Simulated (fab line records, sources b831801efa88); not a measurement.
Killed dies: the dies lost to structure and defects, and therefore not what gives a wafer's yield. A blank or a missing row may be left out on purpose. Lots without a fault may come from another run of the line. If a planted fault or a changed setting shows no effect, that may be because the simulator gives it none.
fab line records ; flow sky130
record lots=5; wafers=14; last_day=50
route steps=708 shown RES_XHIGH@334 SD_N@342 PAD_OPEN@708
lots with no fault: from the same line, run without faults
start_h: hours from the record's opening day to when the first of the lot's shown wafers began ; wait_h: time in hours since the lot's previous step ; " the same as in the row above ; L1.1+2: one row covering several wafers at once ; - no value, or no start given ; * or withheld: withheld ; < > ~ a bound
route shown NAME@n: NAME is a module with steps in the file, n the number in the route of the first one ; usual: the fault-free wafers' mean and standard deviation ; same: alike in all rows ; chamber/n: place in a boat ; sites: per-site readings ; _std_site: the values' standard deviation ; _edge_site: mean of outer sites minus mean of inner sites ; radius_mm: for every site, how far away it sits from the centre of the wafer ; mask NAME#n: copy n ; behind: tool/chamber where the wafer was last shaped ; hold: reason for holding the lot/hours on hold/outcome of the hold ; device: transistor that didn't switch, given as n, p or np ; end of line: the tests these same wafers got at the end of their route ; a step given without rows: its recipe and nothing more ; killed: count of dies lost to structure and defects at first sort (not the wafer's yield) ; map: dies across one wafer; x = killed, . = not, _ = none there
set.NAME: the setting that was run; set.NAME@STEP: the one run at that earlier step ; model.NAME: the simulator's own value behind a step, which no gauge read
lots at some steps of the route; a table a step, a row a wafer
services: a tool's chamber out of use, with start hour (start_h, from the record's first day; less than 0 if before it), hours out, and reason
## steps
# step SKY_RES_XHIGH_COAT_02
# recipe resist=NOVOLAK; spin_rpm=3000; resist_thk_nm=1140
# step SKY_RES_XHIGH_SOFTBAKE_03
# recipe temp_c=90; time_s=60; resist=NOVOLAK
# step SKY_RES_XHIGH_EXPOSE_04
# recipe mask_id=URPM; na=0.6; source_shape=conventional; sigma_outer=0.6; polarization=unpolarized; target_cd_nm=1270; dose_mj=140
# step SKY_RES_XHIGH_PEB_05
# recipe temp_c=withheld; time_s=*; resist=NOVOLAK
# step SKY_RES_XHIGH_DEVELOP_06
# recipe resist=NOVOLAK; developer=TMAH; develop_time_s=60; dev_temp_c=23
# step SKY_RES_XHIGH_IMPLANT_07
# recipe species=BF2; energy_kev=20; dose_cm2=3.6e+14; tilt_deg=0
# step SKY_RES_XHIGH_STRIP_08
# recipe chemistry=O2/N2; power_w=1400; pressure_mtorr=1500; platen_temp_c=withheld; o2_flow_sccm=3000; n2_flow_sccm=300; overash_fraction=0.5
# usual drypump_motor_current_A=5.6/0.59; oes_product_au=0.710/0.0046; strip_time_to_endpoint_s=14.29/0.038
lot.wafer;tool;chamber;start_h;wait_h;drypump_motor_current_A;oes_product_au;rf_hours_counter_h;strip_time_to_endpoint_s
L937.1;plasma_asher-03;1;639.45;0.1;5.1;0.701;81;14.26
L937.2;plasma_asher-03;0;639.45;0.1;6.1;0.707;81;14.29
L937.3;plasma_asher-03;1;639.45;0.1;5.1;0.714;-;14.36
L947.1;plasma_asher-02;1;720.11;0.1;5.6;0.709;24;14.30
L947.4;plasma_asher-02;1;720.11;0.1;5.6;0.704;-;14.29
L947.5;plasma_asher-02;0;720.11;0.1;4.9;0.710;-;14.27
L955.1;plasma_asher-01;0;792.93;0.1;6.6;0.717;70;14.29
L955.3;plasma_asher-01;1;792.93;0.1;5.5;0.717;-;14.31
L955.5;plasma_asher-01;1;792.93;0.1;5.5;0.703;-;14.32
L952.4;plasma_asher-03;0;793.26;0.1;6.1;0.718;-;14.35
L952.5;plasma_asher-03;1;793.26;0.1;5.1;0.715;-;14.30
L952.6;plasma_asher-03;0;793.26;0.1;6.1;0.719;-;14.27
L953.3;plasma_asher-03;1;795.01;0.1;5.1;0.714;-;14.32
L953.4;plasma_asher-03;0;795.01;0.1;6.1;0.714;-;14.36
# step SKY_RES_XHIGH_TW_MEAS_09
# usual RES_XHIGH_TW=1635/18
lot.wafer;tool;chamber;start_h;wait_h;RES_XHIGH_TW
L937.1;film_metro-02;-;639.55;0.1;1638
L937.2;film_metro-02;-;639.55;0.1;1633
L937.3;film_metro-02;-;639.55;0.1;1639
L947.1;film_metro-02;-;720.21;0.1;1632
L947.4;film_metro-02;-;720.21;0.1;1639
L947.5;film_metro-02;-;720.21;0.1;1630
L955.1;film_metro-04;-;793.03;0.1;1615
L955.3;film_metro-04;-;793.03;0.1;1613
L955.5;film_metro-04;-;793.03;0.1;1611
L952.4;film_metro-04;-;793.36;0.1;1613
L952.5;film_metro-04;-;793.36;0.1;1614
L952.6;film_metro-04;-;793.36;0.1;1622
L953.3;film_metro-04;-;795.10;0.1;1623
L953.4;film_metro-04;-;795.10;0.1;1632
# step SKY_SD_N_DEHYDRATE_00
# recipe temp_c=200; time_s=60
# step SKY_SD_N_HMDS_01
# recipe prime_time_s=60; prime_temp_c=120
# step SKY_SD_N_COAT_02
# recipe resist=NOVOLAK; spin_rpm=3000; resist_thk_nm=1140
# step SKY_SD_N_SOFTBAKE_03
# recipe temp_c=90; time_s=60; resist=NOVOLAK
# step SKY_SD_N_EXPOSE_04
# recipe mask_id=NSDM; na=0.6; source_shape=conventional; sigma_outer=0.6; polarization=unpolarized; target_cd_nm=380; dose_mj=141
# same na=0.6
lot.wafer;tool;chamber;start_h;wait_h;mask
L937.1+2+3;iline_stepper-01;0;653.97;-;NSDM#0
L947.1+4+5;iline_stepper-02;0;733.86;-;NSDM_R1#0
L955.1+3+5;iline_stepper-02;0;806.07;-;NSDM#0
L952.4+5+6;iline_stepper-01;0;806.70;-;NSDM#0
L953.3+4;iline_stepper-01;0;808.77;-;NSDM#0
# step SKY_SD_N_PEB_05
# recipe temp_c=withheld; time_s=*; resist=NOVOLAK
# step SKY_SD_N_DEVELOP_06
# recipe resist=NOVOLAK; developer=TMAH; develop_time_s=60; dev_temp_c=23
# step SKY_SD_N_CD_MEAS_07
# recipe target_cd_nm=380
# usual cd_nm=377.8/2.4
lot.wafer;tool;chamber;start_h;wait_h;cd_nm
L937.1;cd_sem-02;-;668.26;0.1;377.1
L937.2;cd_sem-02;-;668.26;0.1;380.1
L937.3;cd_sem-02;-;668.26;0.1;377.7
L947.1;cd_sem-01;-;746.67;0.1;330.0
L947.4;cd_sem-01;-;746.67;0.1;332.4
L947.5;cd_sem-01;-;746.67;0.1;330.1
L955.1;cd_sem-01;-;818.51;0.1;382.0
L955.3;cd_sem-01;-;818.51;0.1;380.2
L955.5;cd_sem-01;-;818.51;0.1;379.1
L952.4;cd_sem-02;-;819.19;0.1;376.8
L952.5;cd_sem-02;-;819.19;0.1;377.5
L952.6;cd_sem-02;-;819.19;0.1;377.2
L953.3;cd_sem-02;-;821.44;0.1;379.2
L953.4;cd_sem-02;-;821.44;0.1;378.0
# step SKY_SD_N_OVL_MEAS_08
# usual SD_N_OVL=-0.6/1.7
lot.wafer;tool;chamber;start_h;wait_h;SD_N_OVL[nm]
L937.1;overlay-01;-;668.38;0.1;2.1
L937.2;overlay-01;-;668.38;0.1;0.1
L937.3;overlay-01;-;668.38;0.1;3.9
L947.1;overlay-02;-;746.79;0.1;-3.2
L947.4;overlay-02;-;746.79;0.1;-1.9
L947.5;overlay-02;-;746.79;0.1;-1.7
L955.1;overlay-02;-;818.63;0.1;-0.4
L955.3;overlay-02;-;818.63;0.1;-0.8
L955.5;overlay-02;-;818.63;0.1;-1.2
L952.4;overlay-02;-;819.26;0.1;-1.2
L952.5;overlay-02;-;819.26;0.1;0.3
L952.6;overlay-02;-;819.26;0.1;-0.5
L953.3;overlay-01;-;821.53;0.1;-2.9
L953.4;overlay-01;-;821.53;0.1;-1.9
# step SKY_PAD_OPEN_PROBE_99
# usual killed_at_M0_to_M3=44/6.9; killed_at_M4_up=3.3/2; killed_at_contacts=25/5.4; killed_at_front_end=16/4.6; killed_at_other=0.2/0.51; killed_dies=88/8.9; killed_open=48/6.8; killed_short=39/5.8
# same gross_dies=492; killed_at_back_side=0
lot.wafer;tool;chamber;start_h;wait_h;killed_at_M0_to_M3;killed_at_M4_up;killed_at_contacts;killed_at_front_end;killed_at_other;killed_dies;killed_open;killed_short
L947.1;prober-02;-;1146.21;0.1;36;6;26;18;0;86;52;34
L947.4;prober-02;-;1146.36;0.2;50;2;23;13;2;90;47;43
L947.5;prober-02;-;1146.41;0.2;43;1;21;22;0;87;48;39
L952.4;prober-02;-;1198.43;0.2;48;4;30;16;1;99;55;44
L952.5;prober-02;-;1198.48;0.2;37;2;27;17;0;83;46;37
L952.6;prober-02;-;1198.53;0.2;48;5;23;12;0;88;54;34
L953.3;prober-02;-;1199.88;0.2;31;4;25;20;0;80;45;35
L953.4;prober-02;-;1199.93;0.2;52;2;18;22;0;94;58;35
# killed by level:class
L947.1 CONTACT:geometric_particle:open=9 VIA2:geometric_particle:open=8 VIA1:geometric_particle:open=7 VIA3:geometric_particle:open=7 FIELD_ISO:geometric_particle:short=6 LOCAL_INTERCONNECT:geometric_particle:short=6 LI_CONTACT:geometric_particle:open=6 FIELD_ISO:geometric_particle:open=5
L947.4 CONTACT:geometric_particle:open=10 METAL1:geometric_particle:short=9 LI_CONTACT:geometric_particle:open=8 VIA1:geometric_particle:open=8 VIA3:geometric_particle:open=7 METAL2:geometric_particle:short=7 VIA2:geometric_particle:open=5 VIA2:geometric_particle:short=4
L947.5 VIA1:geometric_particle:open=13 FIELD_ISO:geometric_particle:open=7 VIA1:geometric_particle:short=7 FIELD_ISO:geometric_particle:short=6 VIA2:geometric_particle:open=6 LOCAL_INTERCONNECT:geometric_particle:short=5 CONTACT:geometric_particle:short=5 VIA3:geometric_particle:open=5
L952.4 LI_CONTACT:geometric_particle:open=12 METAL1:geometric_particle:short=9 VIA3:geometric_particle:open=7 CONTACT:geometric_particle:open=7 VIA1:geometric_particle:open=7 VIA2:geometric_particle:open=7 POLY_GATE:geometric_particle:open=6 LI_CONTACT:geometric_particle:short=4
L952.5 CONTACT:geometric_particle:open=10 VIA1:geometric_particle:open=7 VIA3:geometric_particle:open=6 LI_CONTACT:geometric_particle:open=6 VIA1:geometric_particle:short=6 METAL1:geometric_particle:short=5 POLY_GATE:geometric_particle:short=4 POLY_GATE:geometric_particle:open=4
L952.6 VIA1:geometric_particle:open=10 VIA2:geometric_particle:open=8 VIA3:geometric_particle:open=7 CONTACT:geometric_particle:open=7 VIA1:geometric_particle:short=6 LI_CONTACT:geometric_particle:open=6 CONTACT:geometric_particle:short=6 POLY_GATE:geometric_particle:open=5
L953.3 VIA1:geometric_particle:open=9 CONTACT:geometric_particle:short=9 FIELD_ISO:geometric_particle:open=8 LI_CONTACT:geometric_particle:open=6 POLY_GATE:geometric_particle:short=5 CONTACT:geometric_particle:open=5 VIA2:geometric_particle:open=5 VIA1:geometric_particle:short=4
L953.4 VIA1:geometric_particle:open=9 CONTACT:geometric_particle:open=9 VIA2:geometric_particle:open=9 FIELD_ISO:geometric_particle:short=8 FIELD_ISO:geometric_particle:open=6 POLY_GATE:geometric_particle:open=6 VIA3:geometric_particle:open=6 METAL2:geometric_particle:short=6
## services
tool;chamber;start_h;hours;kind
plasma_asher-02;-;615.83;28.1;pm
plasma_asher-03;-;629.14;1.8;repair
plasma_asher-03;-;654.65;7.1;repair
iline_stepper-02;-;661.69;14.0;repair
iline_stepper-01;0;699.75;-;calibration
plasma_asher-01;-;705.27;3.0;repair
plasma_asher-03;-;710.59;2.8;pm
iline_stepper-02;0;713.09;-;calibration
iline_stepper-01;-;786.57;1.7;pm
plasma_asher-03;-;807.09;1.6;repair
## key
first_sign step=SKY_SD_N_EXPOSE_04; reading=mask; direction=changed
effect step=SKY_SD_N_CD_MEAS_07; reading=cd_nm; direction=down; sigmas=20; usual=377.8; struck=330.8
met_at SKY_SD_N_EXPOSE_04
struck_wafers L947.1,L947.4,L947.5
tester_left_out L947
fault kind=wrong_mask; tool=any; chamber=-; onset_h=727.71; steps=SKY_SD_N_EXPOSE_04; aux_copy=NSDM_R1#0; cd_offset_nm=-46; scope=struck_lots_only
# tester_left_out: of these lots the tester's yield and bins aren't shown, on N5 and GAA mostly nor the transistor test; their killed dies are dies lost to structure and defects alone, not to doping, threshold or leakage, so they don't give the yield
